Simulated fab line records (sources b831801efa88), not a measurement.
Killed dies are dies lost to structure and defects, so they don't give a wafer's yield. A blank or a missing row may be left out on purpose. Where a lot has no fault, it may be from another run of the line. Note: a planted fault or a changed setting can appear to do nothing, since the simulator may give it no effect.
Which tool is to blame? -- flow gf180mcu -- 10 lots, 30 wafers sampled, at 2 steps of a route of 602

## WHAT THE GAUGES SHOWED, per wafer
GF_STI_THK_MEAS_04. Usual: STI_CVD_03_THK 208.3 nm, standard deviation 1.8.
lot,measured,on,STI_CVD_03_THK (nm),flag
L575,day 1 18:05,film-metro-03,209.1 208.1 208.8,
L581,day 2 19:34,film-metro-03,210.0 209.1 207.8,
L582,day 3 00:41,film-metro-04,207.4 206.1 206.2,
L584,day 3 11:50,film-metro-01,206.9 208.9 205.3,
L589,day 4 13:22,film-metro-01,204.5 206.1 204.9,
L590,day 4 16:38,film-metro-03,206.0 207.2 206.7,
L591,day 4 21:35,film-metro-04,210.1 208.6 208.5,
L592,day 5 03:33,film-metro-01,234.3 233.9 235.2 234.5 234.2 235.5,OFF
L593,day 5 08:21,film-metro-03,207.2 209.2 209.9,
L595,day 5 23:19,film-metro-04,205.5 208.0 207.9,

## TOOL THAT RAN EACH LOT (tool first, then ch and the chambers of the sampled wafers, then the start)
lot,GF_STI_CVD_03
L575,"lpcvd-02 ch 1, day 1 16:05"
L581,"lpcvd-02 ch 0, day 2 17:34"
L582,"lpcvd-01 ch 1, day 2 22:43"
L584,"lpcvd-01 ch 1, day 3 09:49"
L589,"lpcvd-02 ch 0, day 4 11:23"
L590,"lpcvd-01 ch 0, day 4 14:40"
L591,"lpcvd-01 ch 1, day 4 19:34"
L592,"lpcvd-01 ch 0, day 5 01:34"
L593,"lpcvd-02 ch 1, day 5 06:20"
L595,"lpcvd-02 ch 1, day 5 21:20"
- GF_STI_CVD_03: deposits Si3N4 from DCS/NH3, target thk 207.16 nm, time 3551 s.

## AS READ BY THE TOOLS THEMSELVES (means over the sampled wafers that have a number; for cases with no such wafer, the mark the record gives instead)
GF_STI_CVD_03. Usual: spike-tc-bottom-C 788.5 C, standard deviation 1.6; spike-tc-centre-C 771.0 C, standard deviation 1.5; spike-tc-lower-C 770.4 C, standard deviation 1.5; spike-tc-upper-C 769.8 C, standard deviation 1.3; susceptor-temp-C 770.0 C, standard deviation 0.36.
lot,tool,spike-tc-bottom-C (C),spike-tc-centre-C (C),spike-tc-lower-C (C),spike-tc-upper-C (C),susceptor-temp-C (C),flag
L575,lpcvd-02,786.2,772.6,767.7,770.9,769.9,
L581,lpcvd-02,791.8,770.2,771.4,768.2,769.8,
L582,lpcvd-01,787.4,770.1,771.1,769.2,769.2,
L584,lpcvd-01,788.4,769.6,771.1,769.4,770.2,
L589,lpcvd-02,790.7,770.2,771.4,768.2,770.1,
L590,lpcvd-01,787.7,770.7,771.0,770.3,770.2,
L591,lpcvd-01,788.8,770.0,771.5,769.1,770.2,
L592,lpcvd-01,794.4,775.8,777.0,777.5,775.6,OFF
L593,lpcvd-02,785.9,771.9,768.9,770.1,769.8,
L595,lpcvd-02,787.4,772.6,768.7,770.2,769.8,

## THE ANSWER, worked out from the rows above alone
Rule: lot off if the mean of its wafers having a number is beyond 3 standard deviations from the usual mean. A lot without any number at a reading at which 4 lots or more have one is off too. Where the step has rows for the other lots, those lots are counted as sound. After the gauges, taken in route order, come the tools' own readings; for these a lot's mean is taken, as printed above. At the first step where some lot is off, the reading lying furthest off is the one used; lots without a number count as furthest.
Off: L592, at GF_STI_THK_MEAS_04 (STI_CVD_03_THK).
A tool fits if, at a process step before that reading, it ran every lot that is off, and no sound lot after the first of them. Not tried: the gauges at GF_STI_THK_MEAS_04; whatever is off there is also off at GF_STI_CVD_03, on other tools, and gauge error can't account for it. One candidate fits, namely lpcvd-01 at GF_STI_CVD_03. A fault onset in the window from L591 (day 4 19:34, its last sound lot) to L592 (day 5 01:34, its first lot off) fits.
The tool's own readings at GF_STI_CVD_03 bear it out: on the lots that are off they differ by more than 5 times the standard deviation of the sound lots' means. spike-tc-upper-C reads 777.5 C there against 769.5 C on the sound lots; susceptor-temp-C reads 775.6 C there against 769.9 C on the sound lots.

## WHAT THE SIMULATOR PUT IN
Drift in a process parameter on lpcvd-01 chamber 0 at GF_STI_CVD_03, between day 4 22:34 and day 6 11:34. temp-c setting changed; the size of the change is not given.
Shown lots that were struck: L592. The same result came from the rule above.
